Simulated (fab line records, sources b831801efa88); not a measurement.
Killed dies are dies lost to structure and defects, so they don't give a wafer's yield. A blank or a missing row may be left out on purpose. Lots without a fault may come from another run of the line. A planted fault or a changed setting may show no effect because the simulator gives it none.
fab line records | flow gf180mcu
record lots=12 wafers=36 last_day=34
route steps=602 shown STI@24 HV_LDD@198 NSD@246
lots that met no fault: from a run of the same line without faults
start_h: hours from the record's first day to the start of the lot's first wafer shown | wait_h: hours since the lot's step before | " the same as in the row above | L1.1+2: a row that stands for several wafers | - no value, or no start given | * or withheld: withheld | < > ~ a bound
route shown NAME@n: a module of which the file shows steps, and the number in the route of the first | usual: mean/standard deviation of fault-free wafers | same: alike in all rows | chamber/n: place in a boat | sites: the reading at each site | _std_site: their standard deviation | _edge_site: outer sites' mean less inner sites' | radius_mm: how far each site lies from the wafer's centre | mask NAME#n: copy n | behind: the tool/chamber that last shaped the wafer | hold: why the lot was held/for how many hours/how that ended | device: the transistor (n, p or np) that didn't switch | end of line: the same wafers' tests at the end of the route | a step without rows: its recipe alone | killed: dies lost to structure and defects at the first sort, not the wafer's yield | map: a wafer's dies, x killed, . not, _ none there
set.NAME: the setting as run; set.NAME@STEP: as run at that earlier step | model.NAME: the simulator's own value behind a step, which no gauge read
steps of the route over a sample of lots; a table a step, a row a wafer
services: from which hour (start_h, from the record's first day; less than 0 if before it) a tool's chamber was out of use, for how many hours, and why
## steps
# step GF_STI_CVD_23
# recipe material=SiO2 target_thk_nm=650 sigma_open_frac=0.3 time_s=108.3 temp_c=600 sih4_flow_sccm=60 pressure_mtorr=6
# columns lot.wafer tool chamber start_h wait_h
L747.2+3+5 hdpcvd-02 0,2,0 27.10 0.0
L749.1+4+5 hdpcvd-02 2,0,1 38.12 0.1
L752.2+4+6 hdpcvd-01 1,2,1 54.08 0.0
L753.3+4+6 hdpcvd-02 2,1,2 59.45 0.0
L754.1+3+4 hdpcvd-02 2,1,1 63.72 0.1
L755.3+5+6 hdpcvd-01 1,2,0 68.78 0.0
L756.2+3+5 hdpcvd-01 0,1,0 73.18 0.0
L758.4+5+6 hdpcvd-02 1,0,2 85.16 0.1
L759.1+2+5 hdpcvd-01 1,0,2 88.97 0.1
L768.2+4+6 hdpcvd-02 1,0,1 138.79 0.0
L769.1+2+5 hdpcvd-01 2,1,1 141.05 0.1
L770.1+3+6 hdpcvd-01 2,0,1 147.58 0.1
# step GF_STI_THK_MEAS_24
# recipe reads=SiO2_of_STI_CVD_23
# usual STI_CVD_23_THK=651/6.5
# columns lot.wafer tool chamber start_h wait_h hold STI_CVD_23_THK[nm]
L747.2 film_metro-03 - 27.18 0.0 - 654
L747.3 " - " " - 645
L747.5 " - " " - 656
L749.1 film_metro-01 - 38.20 0.0 - 650
L749.4 " - " " - 669
L749.5 " - " " - 658
L752.2 film_metro-03 - 54.16 0.0 - 646
L752.4 " - " " - 661
L752.6 " - " " - 657
L753.3 film_metro-03 - 59.55 0.1 - 642
L753.4 " - " " - 649
L753.6 " - " " - 648
L754.1 film_metro-04 - 63.79 0.0 await_dispo/0.2h/release 602
L754.3 " - " " await_dispo/0.2h/release 600
L754.4 " - " " await_dispo/0.2h/release 604
L754.1 film_metro-04 - 64.02 0.2 - 602
L754.3 " - " " - 600
L754.4 " - " " - 605
L755.3 film_metro-01 - 68.87 0.1 - 657
L755.5 " - " " - 657
L755.6 " - " " - 652
L756.2 film_metro-03 - 73.26 0.0 - 643
L756.3 " - " " - 642
L756.5 " - " " - 645
L758.4 film_metro-04 - 85.23 0.0 await_dispo/0.2h/release 607
L758.5 " - " " await_dispo/0.2h/release 606
L758.6 " - " " await_dispo/0.2h/release 610
L758.4 film_metro-04 - 85.53 0.3 - 606
L758.5 " - " " - 606
L758.6 " - " " - 610
L759.1 film_metro-01 - 89.05 0.0 - 651
L759.2 " - " " - 647
L759.5 " - " " - 656
L768.2 film_metro-03 - 138.87 0.0 - 650
L768.4 " - " " - 654
L768.6 " - " " - 650
L769.1 film_metro-04 - 141.13 0.0 - 643
L769.2 " - " " - 650
L769.5 " - " " - 642
L770.1 film_metro-03 - 147.66 0.0 - 647
L770.3 " - " " - 651
L770.6 " - " " - 645
# step GF_HV_LDD_STRIP_22
# recipe chemistry=O2/N2 power_w=1400 pressure_mtorr=1500 platen_temp_c=250 o2_flow_sccm=3000 n2_flow_sccm=300 overash_fraction=0.5
# usual drypump_motor_current_A=5.72/0.28 heater_power_w=321/35 oes_product_au=0.716/0.0048 strip_time_to_endpoint_s=12.61/0.035
# columns lot.wafer tool chamber start_h wait_h drypump_motor_current_A heater_power_w oes_product_au rf_hours_counter_h strip_time_to_endpoint_s
L747.2 plasma_asher-04 0 233.76 0.1 5.76 322 0.715 45 12.56
L747.3 " 1 " " 5.41 301 0.709 - 12.60
L747.5 " 0 " " 5.76 315 0.713 - 12.53
L749.1 plasma_asher-04 0 246.46 0.1 5.74 310 0.723 47 12.66
L749.4 " 1 " " 5.38 303 0.717 - 12.63
L749.5 " 1 " " 5.38 301 0.714 - 12.68
L752.2 plasma_asher-04 1 270.50 0.1 5.38 293 0.722 49 12.64
L752.4 " 0 " " 5.73 317 0.723 - 12.63
L752.6 " 1 " " 5.37 297 0.708 - 12.65
L753.3 plasma_asher-02 1 279.34 0.1 5.86 258 0.714 - 12.67
L753.4 " 0 " " 6.14 320 0.718 - 12.67
L753.6 " 0 " " 6.15 332 0.718 - 12.65
L754.1 plasma_asher-01 0 291.44 0.1 6.08 369 0.726 58 12.57
L754.3 " 1 " " 5.50 352 0.709 - 12.54
L754.4 " 0 " " 6.06 372 0.714 - 12.49
L755.3 plasma_asher-01 1 297.12 0.1 5.47 367 0.707 - 12.62
L755.5 " 1 " " 5.48 365 0.705 - 12.62
L755.6 " 0 " " 6.12 373 0.713 - 12.61
L756.2 plasma_asher-02 0 300.40 0.1 6.14 326 0.714 23 12.65
L756.3 " 1 " " 5.86 253 0.716 - 12.64
L756.5 " 1 " " 5.86 257 0.712 - 12.66
L758.4 plasma_asher-02 0 320.47 0.1 6.12 329 0.721 - 12.57
L758.5 " 0 " " 6.18 322 0.715 - 12.56
L758.6 " 1 " " 5.84 251 0.710 - 12.56
L759.1 plasma_asher-01 1 323.95 0.1 5.49 351 0.722 62 12.61
L759.2 " 0 " " 6.09 367 0.725 62 12.61
L759.5 " 1 " " 5.51 364 0.709 - 12.60
L768.2 plasma_asher-02 0 398.66 0.1 6.13 327 0.717 34 12.62
L768.4 " 0 " " 6.16 327 0.718 - 12.64
L768.6 " 1 " " 5.84 259 0.718 - 12.62
L769.1 plasma_asher-04 0 402.70 0.1 5.74 314 0.713 62 12.63
L769.2 " 1 " " 5.39 299 0.720 62 12.62
L769.5 " 0 " " 5.74 318 0.721 - 12.63
L770.1 plasma_asher-04 1 414.34 0.1 5.38 298 0.721 64 12.58
L770.3 " 0 " " 5.74 322 0.710 - 12.53
L770.6 " 1 " " 5.39 294 0.704 - 12.58
# step GF_HV_LDD_CD_MEAS_46
# recipe target_cd_nm=400
# usual cd_nm=397.6/2.4
# columns lot.wafer tool chamber start_h wait_h cd_nm
L747.2 cd_sem-01 - 271.96 0.1 392.6
L747.3 " - " " 394.9
L747.5 " - " " 396.2
L749.1 cd_sem-01 - 285.64 0.1 396.2
L749.4 " - " " 396.4
L749.5 " - " " 396.1
L752.2 cd_sem-02 - 311.42 0.1 399.0
L752.4 " - " " 396.3
L752.6 " - " " 398.0
L753.3 cd_sem-01 - 321.42 0.1 393.9
L753.4 " - " " 397.1
L753.6 " - " " 394.6
L754.1 cd_sem-01 - 334.13 0.1 396.9
L754.3 " - " " 399.8
L754.4 " - " " 396.9
L755.3 cd_sem-01 - 338.62 0.1 401.3
L755.5 " - " " 401.2
L755.6 " - " " 399.4
L756.2 cd_sem-01 - 343.16 0.1 397.3
L756.3 " - " " 397.3
L756.5 " - " " 397.5
L758.4 cd_sem-01 - 363.63 0.1 398.1
L758.5 " - " " 400.3
L758.6 " - " " 394.6
L759.1 cd_sem-02 - 368.03 0.1 395.3
L759.2 " - " " 396.0
L759.5 " - " " 395.1
L768.2 cd_sem-02 - 446.17 0.1 399.1
L768.4 " - " " 400.7
L768.6 " - " " 401.1
L769.1 cd_sem-02 - 451.87 0.2 402.2
L769.2 " - " " 399.4
L769.5 " - " " 399.8
L770.1 cd_sem-01 - 462.98 0.1 395.7
L770.3 " - " " 391.4
L770.6 " - " " 394.8
# step GF_NSD_STRIP_11
# recipe chemistry=O2/N2 power_w=1400 pressure_mtorr=1500 platen_temp_c=250 o2_flow_sccm=3000 n2_flow_sccm=300 overash_fraction=0.5
# usual drypump_motor_current_A=5.85/0.22 heater_power_w=331/36 oes_product_au=0.487/0.0044 strip_time_to_endpoint_s=22.94/0.036
# columns lot.wafer tool chamber start_h wait_h drypump_motor_current_A heater_power_w oes_product_au rf_hours_counter_h strip_time_to_endpoint_s
L747.2 plasma_asher-01 0 295.71 0.1 6.06 381 0.488 58 22.92
L747.3 " 0 " " 6.07 392 0.491 - 22.95
L747.5 " 0 " " 6.07 380 0.481 - 22.93
L749.1 plasma_asher-02 1 309.96 0.1 5.85 256 0.487 24 22.98
L749.4 " 0 " " 6.13 322 0.487 - 22.98
L749.5 " 0 " " 6.17 331 0.492 - 23.00
L752.2 plasma_asher-02 1 337.71 0.1 5.84 259 0.488 27 22.92
L752.4 " 1 " " 5.85 257 0.488 - 22.95
L752.6 " 1 " " 5.83 258 0.481 - 22.92
L753.3 plasma_asher-02 0 346.43 0.1 6.15 323 0.482 - 22.98
L753.4 " 1 " " 5.83 254 0.486 - 22.97
L753.6 " 1 " " 5.84 252 0.486 - 22.94
L754.1 plasma_asher-03 1 359.49 0.1 5.86 340 0.486 72 22.91
L754.3 " 0 " " 5.67 336 0.489 - 22.92
L754.4 " 1 " " 5.87 339 0.483 - 22.93
L755.3 plasma_asher-01 0 363.28 0.1 6.02 374 0.486 - 22.97
L755.5 " 1 " " 5.48 349 0.490 - 22.99
L755.6 " 0 " " 6.05 389 0.486 - 22.95
L756.2 plasma_asher-03 0 368.46 0.1 5.68 327 0.486 73 22.86
L756.3 " 1 " " 5.89 340 0.484 - 22.87
L756.5 " 1 " " 5.90 344 0.480 - 22.90
L758.4 plasma_asher-01 0 389.12 0.1 6.12 389 0.495 - 22.90
L758.5 " 0 " " 6.11 367 0.487 - 22.92
L758.6 " 1 " " 5.50 347 0.490 - 22.91
L759.1 plasma_asher-03 1 394.24 0.1 5.90 334 0.487 76 22.96
L759.2 " 0 " " 5.69 330 0.497 76 22.97
L759.5 " 0 " " 5.67 336 0.489 - 22.91
L768.2 plasma_asher-01 0 473.89 0.1 6.07 382 0.492 4 22.95
L768.4 " 1 " " 5.49 348 0.480 - 22.93
L768.6 " 0 " " 6.09 375 0.486 - 22.95
L769.1 plasma_asher-03 0 480.66 0.1 5.68 333 0.482 85 22.96
L769.2 " 1 " " 5.89 342 0.490 85 22.92
L769.5 " 0 " " 5.67 330 0.494 - 22.90
L770.1 plasma_asher-02 1 490.24 0.1 5.85 255 0.487 43 22.94
L770.3 " 1 " " 5.84 254 0.478 - 22.93
L770.6 " 0 " " 6.14 329 0.484 - 22.91
## services
# columns tool chamber start_h hours kind
plasma_asher-02 - 12.04 3.0 repair
plasma_asher-02 - 29.63 0.3 repair
hdpcvd-01 0 59.70 4.4 repair
plasma_asher-03 - 62.03 2.8 pm
plasma_asher-04 - 70.71 0.8 repair
plasma_asher-02 - 108.75 9.0 pm
plasma_asher-02 0 108.75 9.0 vent_cycle
plasma_asher-02 1 108.75 9.0 vent_cycle
plasma_asher-04 - 134.02 4.3 repair
hdpcvd-01 - 145.86 1.0 repair
plasma_asher-01 - 166.36 85.3 repair
plasma_asher-01 - 222.21 7.5 repair
hdpcvd-01 2 275.09 2.3 repair
plasma_asher-03 - 304.42 14.6 pm
hdpcvd-02 2 360.78 9.9 repair
hdpcvd-02 - 395.48 0.8 repair
plasma_asher-01 - 413.65 12.0 repair
plasma_asher-02 - 418.47 9.0 repair
plasma_asher-01 - 425.65 9.0 pm
plasma_asher-03 - 433.75 1.8 repair
plasma_asher-04 - 436.64 9.5 repair
plasma_asher-02 - 458.65 1.2 repair
hdpcvd-01 - 482.58 0.5 repair
hdpcvd-02 2 484.05 6.2 repair
## key
first_sign step=GF_STI_THK_MEAS_24 reading=visit direction=added
effect step=GF_STI_THK_MEAS_24 reading=STI_CVD_23_THK direction=down sigmas=7.1 usual=651 struck=605
met_at GF_STI_CVD_23
struck_lots L754,L758
tester_left_out L754,L758
not_acting_at GF_HV_LDD_STRIP_22,GF_HV_LDD_CD_MEAS_46,GF_NSD_STRIP_11
onset_between 59.45 63.72
fault kind=process_parameter_drift tool=hdpcvd-02 chamber=- onset_h=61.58 steps=GF_STI_CVD_23 channel=target_thk_nm offset=-40.109 shape=step end_h=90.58 acts_in=these_recipes_only stated=650
# tester_left_out: of these lots the tester's yield and bins aren't shown, on N5 and GAA mostly nor the transistor test; their killed dies are dies lost to structure and defects alone, not to doping, threshold or leakage, so they don't give the yield
